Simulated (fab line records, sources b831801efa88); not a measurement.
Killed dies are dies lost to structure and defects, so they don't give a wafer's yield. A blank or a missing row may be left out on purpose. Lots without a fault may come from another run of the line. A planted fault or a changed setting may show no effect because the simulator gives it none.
Which tool did it? | flow sfq_line | 12 lots, 36 wafers sampled, at 2 steps of a route of 325

WHAT THE GAUGES READ, wafer by wafer
SFQ_I4_BOW_MEAS_927. Usual: I4_BOW 5 um, standard deviation 9.7.
lot  | measured     | on            | I4_BOW (um)   | flag
L433 | day 50 11:48 | film_metro-02 | 2 4 -4        |
L434 | day 50 14:49 | film_metro-02 | 5 -10 3       |
L435 | day 50 16:31 | film_metro-04 | 9 10 9        |
L436 | day 50 17:50 | film_metro-03 | -12 -1 -6     |
L437 | day 50 19:29 | film_metro-02 | 10 2 10       |
L438 | day 51 23:48 | film_metro-03 | 11 4 2        |
L441 | day 61 23:25 | film_metro-04 | 13 3 7        |
L442 | day 62 00:40 | film_metro-02 | -6 1 6 - - -  |
L444 | day 62 06:38 | film_metro-04 | 10 12 5 - - - |
L450 | day 62 20:28 | film_metro-03 | 11 13 12      |
L451 | day 62 23:28 | film_metro-03 | 30 26 24      |
L453 | day 63 03:01 | film_metro-04 | 9 10 1        |

WHICH TOOL RAN EACH LOT (tool, then ch and the chambers of the sampled wafers, then the start)
lot  | SFQ_TRILAYER_I4_CMP_CMP_100
L433 | cmp-01 ch 1,2, day 50 09:18
L434 | cmp-01 ch 0,1,3, day 50 11:48
L435 | cmp-02 ch 0,3, day 50 13:29
L436 | cmp-01 ch 2,3, day 50 14:48
L437 | cmp-02 ch 0,1,2, day 50 17:29
L438 | cmp-01 ch 0,1,2, day 51 20:48
L441 | cmp-01 ch 1,2,3, day 61 20:55
L442 | cmp-02 ch 1,2,3, day 61 21:37
L444 | cmp-02 ch 1,2,3, day 62 04:07
L450 | cmp-01 ch 0,2, day 62 17:58
L451 | cmp-01 ch 0,2, day 62 20:28
L453 | cmp-01 ch 0,2,3, day 63 00:31
- SFQ_TRILAYER_I4_CMP_CMP_100: polishes SiO2.

WHAT THE TOOLS THEMSELVES READ (means of the sampled wafers that have a number; where no wafer has one, the mark that the record gives instead)
SFQ_TRILAYER_I4_CMP_CMP_100. Usual: edge_zone_pressure_frac 1.000, standard deviation 0.0047; head_pressure_psi 3.001 psi, standard deviation 0.007; motor_current_A 10.4 A, standard deviation 1.4; time_to_endpoint_s 213 s, standard deviation 7.6.
lot  | tool   | edge_zone_pressure_frac | head_pressure_psi (psi) | motor_current_A (A) | time_to_endpoint_s (s) | flag
L433 | cmp-01 | 1.003                   | 3.001                   | 10.7                | 213                    |
L434 | cmp-01 | 1.000                   | 3.000                   | 10.0                | 210                    |
L435 | cmp-02 | 0.997                   | 2.995                   | 9.3                 | 214                    |
L436 | cmp-01 | 0.995                   | 2.997                   | 9.3                 | 218                    |
L437 | cmp-02 | 1.004                   | 3.009                   | 10.6                | 213                    |
L438 | cmp-01 | 1.000                   | 3.001                   | 10.3                | 218                    |
L441 | cmp-01 | 0.999                   | 2.998                   | 10.0                | 217                    |
L442 | cmp-02 | 1.006                   | 2.998                   | 11.4                | 228                    |
L444 | cmp-02 | 1.001                   | 2.998                   | 11.5                | 229                    |
L450 | cmp-01 | 1.000                   | 2.993                   | 9.6                 | 202                    |
L451 | cmp-01 | 0.997                   | 2.999                   | 10.1                | 203                    |
L453 | cmp-01 | 1.001                   | 3.001                   | 9.9                 | 210                    |

THE ANSWER, worked out from the rows above alone
Rule: a lot is off if the mean of its wafers that have a number lies more than 3 standard deviations from the usual mean. A lot without any number at a reading at which 4 lots or more have one is off too. The other lots that the step has rows for count as sound. The gauges are gone through in route order, then the tools' own readings, and for those a lot's mean is taken as printed above. The first step at which some lot is off is used, and at that step the reading that is off furthest; a lot without a number counts as furthest.
No lot is off at any reading shown: from this, nothing can be told.

WHAT THE SIMULATOR HAD PUT IN
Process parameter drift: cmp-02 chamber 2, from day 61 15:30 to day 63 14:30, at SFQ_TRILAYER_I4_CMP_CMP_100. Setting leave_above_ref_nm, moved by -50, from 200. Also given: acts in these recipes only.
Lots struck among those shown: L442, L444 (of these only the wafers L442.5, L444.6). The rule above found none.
